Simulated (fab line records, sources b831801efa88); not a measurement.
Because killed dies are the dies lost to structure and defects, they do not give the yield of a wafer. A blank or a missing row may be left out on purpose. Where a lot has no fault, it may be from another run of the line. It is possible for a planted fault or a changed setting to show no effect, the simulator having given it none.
Matching of chambers / flow sky130 / 3 sister chambers for SKY_PASSIVATION_CVD_00 on pecvd-01
The step deposits SiO2, target thk 90 nm. 16 wafers are shown with their chamber, then 8 later ones without.

## WAFERS PAIRED WITH THEIR CHAMBERS
wafer=L074.1; chamber=0; heater-power-w (W)=672
wafer=L074.2; chamber=2; heater-power-w (W)=558
wafer=L074.6; chamber=2; heater-power-w (W)=560
wafer=L082.1; chamber=2; heater-power-w (W)=495
wafer=L082.2; chamber=1; heater-power-w (W)=691
wafer=L082.5; chamber=1; heater-power-w (W)=550
wafer=L089.3; chamber=2; heater-power-w (W)=469
wafer=L089.4; chamber=1; heater-power-w (W)=677
wafer=L089.6; chamber=2; heater-power-w (W)=490
wafer=L091.1; chamber=1; heater-power-w (W)=552
wafer=L091.4; chamber=2; heater-power-w (W)=537
wafer=L091.5; chamber=1; heater-power-w (W)=553
wafer=L093.1; chamber=0; heater-power-w (W)=598
wafer=L093.2; chamber=2; heater-power-w (W)=572
wafer=L093.4; chamber=0; heater-power-w (W)=605
wafer=L095.3; chamber=2; heater-power-w (W)=506

SIGNATURES, as means of the wafers listed above
reading=heater-power-w; chamber 0=625.00; chamber 1=604.60; chamber 2=523.38; scatter within a chamber=51.7
Rule: a wafer lies at a distance from a chamber equal to the root of the sum of squares, over the readings, of (its reading less the chamber's mean, divided by the reading's scatter). The wafer belongs to the nearest chamber; if the next one is less than 2 further off, it can't be placed. The scatter: the root of (the sum of the squares of (reading less its chamber's mean) over the shown wafers, divided by (wafers less chambers)).

## WAFERS WITH NO CHAMBER GIVEN
wafer=L095.4; heater-power-w (W)=599
wafer=L095.5; heater-power-w (W)=520
wafer=L096.1; heater-power-w (W)=547
wafer=L096.2; heater-power-w (W)=686
wafer=L096.4; heater-power-w (W)=693
wafer=L097.4; heater-power-w (W)=537
wafer=L097.5; heater-power-w (W)=612
wafer=L097.6; heater-power-w (W)=722

## EACH ONE'S CHAMBER
wafer=L095.4; from the rows above=can't be placed: 1 or 0 or 2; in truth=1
wafer=L095.5; from the rows above=can't be placed: 2 or 1 or 0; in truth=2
wafer=L096.1; from the rows above=can't be placed: 2 or 1 or 0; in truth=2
wafer=L096.2; from the rows above=can't be placed: 0 or 1 or 2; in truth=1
wafer=L096.4; from the rows above=can't be placed: 0 or 1 or 2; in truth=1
wafer=L097.4; from the rows above=can't be placed: 2 or 1 or 0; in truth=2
wafer=L097.5; from the rows above=can't be placed: 1 or 0 or 2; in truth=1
wafer=L097.6; from the rows above=can't be placed: 0 or 1 or 2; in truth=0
Placed correctly: 0 of 8. These rows do not allow placing 8 (true chamber among the candidates in 8). 0 placed wrongly.
